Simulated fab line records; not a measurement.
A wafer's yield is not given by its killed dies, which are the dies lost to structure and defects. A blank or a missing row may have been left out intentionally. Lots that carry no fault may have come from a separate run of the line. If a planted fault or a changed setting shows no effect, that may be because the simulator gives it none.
Code-filled problem report in 8D (eight disciplines) form | flow gf180mcu | the parts of the form that need people (team, actions taken, sign-off) are left out

1. WHAT IS WRONG
heater power total W at GF_POLY_GATE_PEB_08 reads a mean of 86.97 W on 3 wafers of 2 lots; wafers without a fault read 85.70 W with a standard deviation of 0.082. That is +16 standard deviations from the usual mean.
The step: peb time 90 s.
First seen on wafer L298.4, day 12 15:45, on litho track-01. The record has a number at this step for 42 wafers belonging to 14 lots. The rule behind "out" and "out of limits": a value lying over 4 standard deviations away from the usual mean. Any other wafer with a number is counted as sound.

2. WHAT IT IS AND WHAT IT IS NOT
question                    | is                     | is not
which readings at this step | heater power total W   | -
which lots                  | L298, L300             | L287, L288, L289, L293, L294, L296, L297, L299, L303, L308, L309, L310
which wafers of those lots  | L298.4, L300.3, L300.4 | L298.1, L298.2, L300.2
read on which tools         | litho track-01         | litho track-02, litho track-03
when                        | from day 12 15:45      | up to then (23 sound wafers); but 16 sound wafers of L299, L300, L303, L308, L309, L310 came after

3. THE SUSPECTS, EACH WITH WHAT RULES IT OUT
Counting: a tool at a process step up to the reading stays a suspect if it ran every lot that is out. Sound lots after the first of them don't rule it out here, since some wafers of a struck lot are sound.
- litho track-01 at GF_POLY_GATE_PEB_08 (peb time 90 s): kept. Every lot that is out went through it, the first being L298 (day 12 15:45); the last sound lot it ran before that was L293 (day 11 09:38). Its own readings are out on those wafers: heater power total W.
Remaining after the count: litho track-01 at GF_POLY_GATE_PEB_08.

4. THE CAUSE (what the simulator had put in)
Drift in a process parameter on litho track-01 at GF_POLY_GATE_PEB_08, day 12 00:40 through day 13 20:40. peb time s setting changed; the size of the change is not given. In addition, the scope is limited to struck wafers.
The count eliminated every tool but this one.

5. THE EFFECT CHAIN, in route order
One row per reading whose mean, taken over the struck wafers that have a number, lies over 3 standard deviations from the usual. Scope: only readings with a usual standard deviation given in the record; hours: median across lots of the time from each lot's start at the first step in this table that gives one to its start at this step; sigmas: change in usual standard deviations.
hours | step                | reading              | usual   | on struck wafers | change | sigmas
0     | GF_POLY_GATE_PEB_08 | heater power total W | 85.70 W | 86.97            | +1.27  | +16
Here are the process steps it includes:
- GF_POLY_GATE_PEB_08: peb time 90 s.
At these later measuring or inspecting steps, every struck wafer for which the step has a row has a number for every such reading, and none has moved that far: GF_HV_LDD_OVL_MEAS_08.

6. WHAT WOULD HAVE CAUGHT IT SOONER
The fault began at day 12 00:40; the first out-of-limits reading in this record came at day 12 15:45, 15 hours later.
